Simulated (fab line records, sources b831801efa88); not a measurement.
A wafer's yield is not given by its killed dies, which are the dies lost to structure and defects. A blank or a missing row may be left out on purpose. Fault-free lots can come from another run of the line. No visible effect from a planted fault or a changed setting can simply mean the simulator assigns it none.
One fault seen from 2 desks    flow gf180mcu    each desk holds nothing but its own numbers, with what lay behind them at the end

AT THE METROLOGY DESK
Means of the sampled wafers that have a number, per lot and without regard to the tool the lot ran on: this is what the gauges read. Marked OUT: a lot whose mean sits more than 4 standard deviations from the usual mean, which makes it out of limits; the brackets give that distance.
Columns: A = V1_OVL at GF_V1_OVL_MEAS_15, usual 0 nm
lot   first seen here  A
L878  day 18 07:22     7
L879  day 18 14:24     -0
L880  day 19 02:23     0
L881  day 19 10:16     -9
L883  day 20 06:51     -3
L884  day 20 12:52     -5
L885  day 21 05:13     -9
L886  day 21 13:50     4
L887  day 22 01:03     7
L890  day 22 20:58     2
L893  day 23 23:54     -4
L900  day 26 01:41     -4
L901  day 26 09:52     1
This desk's finding: nothing out of limits on any of the 13 lots.

FOR THE TOOL OWNER'S DESK: krf-scanner-01
The tool's own readings at GF_CONTACT_EXPOSE_11 (exposes mask Contact, target cd 220 nm): means of the sampled wafers that have a number, for each lot that ran on this tool. Marked OUT: a lot whose mean sits more than 4 standard deviations from the usual mean, which makes it out of limits; the brackets give that distance.
Columns: A = exposure-dose-mJ-cm2 at GF_CONTACT_EXPOSE_11, usual 37.97; B = reticle-temp-C at GF_CONTACT_EXPOSE_11, usual 22.99 C
lot   first seen here  A                 B
L883  day 17 15:06     37.97             23.05
L884  day 17 20:44     37.95             22.92
L886  day 18 22:21     37.94             22.85
L893  day 21 11:06     38.31 (+9.1) OUT  23.02
L901  day 24 00:26     37.98             22.97
This desk's finding: out of limits on L893; first on L893, day 21 11:06 (exposure-dose-mJ-cm2 at GF_CONTACT_EXPOSE_11). In limits: L883, L884, L886, L901.

ALL TOGETHER
The tool owner's desk could have raised an alarm at day 21 11:06, on L893.
At the metrology desk, nothing out of limits was observed.
The metrology desk has L893 on record, within its limits.
The lots listed all ran GF_CONTACT_EXPOSE_11 on krf-scanner-01.

WHAT HAD BEEN PUT IN BY THE SIMULATOR
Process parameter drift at GF_CONTACT_EXPOSE_11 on krf-scanner-01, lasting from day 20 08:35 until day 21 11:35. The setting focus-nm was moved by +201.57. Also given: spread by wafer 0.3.
Shown lots that were struck: L893.
Hours from the fault's start to each desk's first reading out of limits: the tool owner's desk, 27.
